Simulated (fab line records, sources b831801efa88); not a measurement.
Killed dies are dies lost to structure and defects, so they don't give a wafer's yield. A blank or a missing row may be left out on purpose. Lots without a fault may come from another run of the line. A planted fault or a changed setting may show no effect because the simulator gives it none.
Split-lot experiment | flow sfq_line | 5 lots, 23 wafers read, on a route of 325 steps

THE SPLIT
At SFQ_TRILAYER_M8_DEP_EVAP_198 (material Pt, target thk 50 nm, time 250 s), the setting time_s was moved away from the recipe's 250 s on 6 of the 23 wafers read, by -4.7% to +6.9%. The other wafers ran this setting at the recipe's value.

The reading is taken at the split's own step.

THE READING
Pt_of_TRILAYER_M8_DEP_EVAP_198.thk_nm (the simulator's own value, which no gauge read), in nm, at SFQ_TRILAYER_M8_DEP_EVAP_198 (material Pt, target thk 50 nm, time 250 s). The file gives no usual value for it. The 17 wafers here that ran the recipe average 50.40 nm, standard deviation 0.44 nm.

wafer  | tool, chamber at the split | time_s as run, s | against the recipe | Pt_of_TRILAYER_M8_DEP_EVAP_198.thk_nm, nm | against lot-mates on the recipe
L076.1 | pvd_sputter-01, -          | 250              | recipe             | 50.7                                      | -
L076.2 | pvd_sputter-01, -          | 250              | recipe             | 50.62                                     | -
L076.3 | pvd_sputter-01, -          | 250              | recipe             | 50.1                                      | -
L076.4 | pvd_sputter-01, -          | 250              | recipe             | 51.44                                     | -
L076.5 | pvd_sputter-01, -          | 250              | recipe             | 51.17                                     | -
L077.1 | pvd_sputter-02, -          | 250              | recipe             | 49.9                                      | -
L077.2 | pvd_sputter-02, -          | 267.2            | +6.9%              | 53.41                                     | +3.44
L077.4 | pvd_sputter-02, -          | 250              | recipe             | 50.05                                     | -
L077.5 | pvd_sputter-02, -          | 267.2            | +6.9%              | 54.07                                     | +4.10
L077.6 | pvd_sputter-02, -          | 267.2            | +6.9%              | 53.34                                     | +3.37
L078.1 | pvd_sputter-01, -          | 238.3            | -4.7%              | 48.5                                      | -2.20
L078.2 | pvd_sputter-01, -          | 250              | recipe             | 50.77                                     | -
L078.3 | pvd_sputter-01, -          | 238.3            | -4.7%              | 47.71                                     | -2.99
L078.4 | pvd_sputter-01, -          | 250              | recipe             | 50.63                                     | -
L078.6 | pvd_sputter-01, -          | 238.3            | -4.7%              | 48.27                                     | -2.43
L082.2 | pvd_sputter-02, -          | 250              | recipe             | 50.08                                     | -
L082.4 | pvd_sputter-02, -          | 250              | recipe             | 49.91                                     | -
L082.6 | pvd_sputter-02, -          | 250              | recipe             | 49.97                                     | -
L083.2 | pvd_sputter-02, -          | 250              | recipe             | 50.59                                     | -
L083.3 | pvd_sputter-02, -          | 250              | recipe             | 50.18                                     | -
L083.4 | pvd_sputter-02, -          | 250              | recipe             | 49.98                                     | -
L083.5 | pvd_sputter-02, -          | 250              | recipe             | 50.39                                     | -
L083.6 | pvd_sputter-02, -          | 250              | recipe             | 50.4                                      | -

THE FIT
A straight line over all 23 wafers: Pt_of_TRILAYER_M8_DEP_EVAP_198.thk_nm changes by +0.47 nm for each +1% of time_s; r = +0.96; the points scatter about the line by 0.43 nm.
The same after taking each lot's own level away (the mean of its wafers on the recipe; 23 wafers): +0.533 nm for each +1%; r = +0.98; scatter 0.31 nm.
On that fit, the largest move of time_s shifts the reading by 3.7 nm.
The lots' own levels span 49.975 to 50.806 nm, that is 1.9 times the standard deviation above.
So the lot-to-lot level changes the slope: the two fits differ.
Check: with one of the wafers moved furthest among these (+6.9%) left out of the fit, the line predicts +3.73 nm for it against its lot-mates. It came out at +3.44 nm against them.

OTHER SPLITS ON THESE WAFERS
These wafers also went through other splits before the reading. Each is held against what the fit with the lots' levels taken away leaves over:
other split on the same wafers                      | wafers away from the commonest value | r with Pt_of_TRILAYER_M8_DEP_EVAP_198.thk_nm (lot level and that fit taken away)
SFQ_TRILAYER_I6_DEP_PECVD_165 time_s                | 5                                    | +0.00
SFQ_TRILAYER_I6_VIA_BARC_OPEN_VIA_ETCH_235 source_w | 5                                    | +0.43
SFQ_TRILAYER_M7_DEP_SPUTTER_175 time_s              | 5                                    | +0.14
SFQ_TRILAYER_M7_LITHO_COAT_177 resist_thk_nm        | 8                                    | -0.03

THE FILE'S OWN FIT
Pt_of_TRILAYER_M8_DEP_EVAP_198.thk_nm changes by +0.533 nm for each +1% of time_s, r = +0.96.
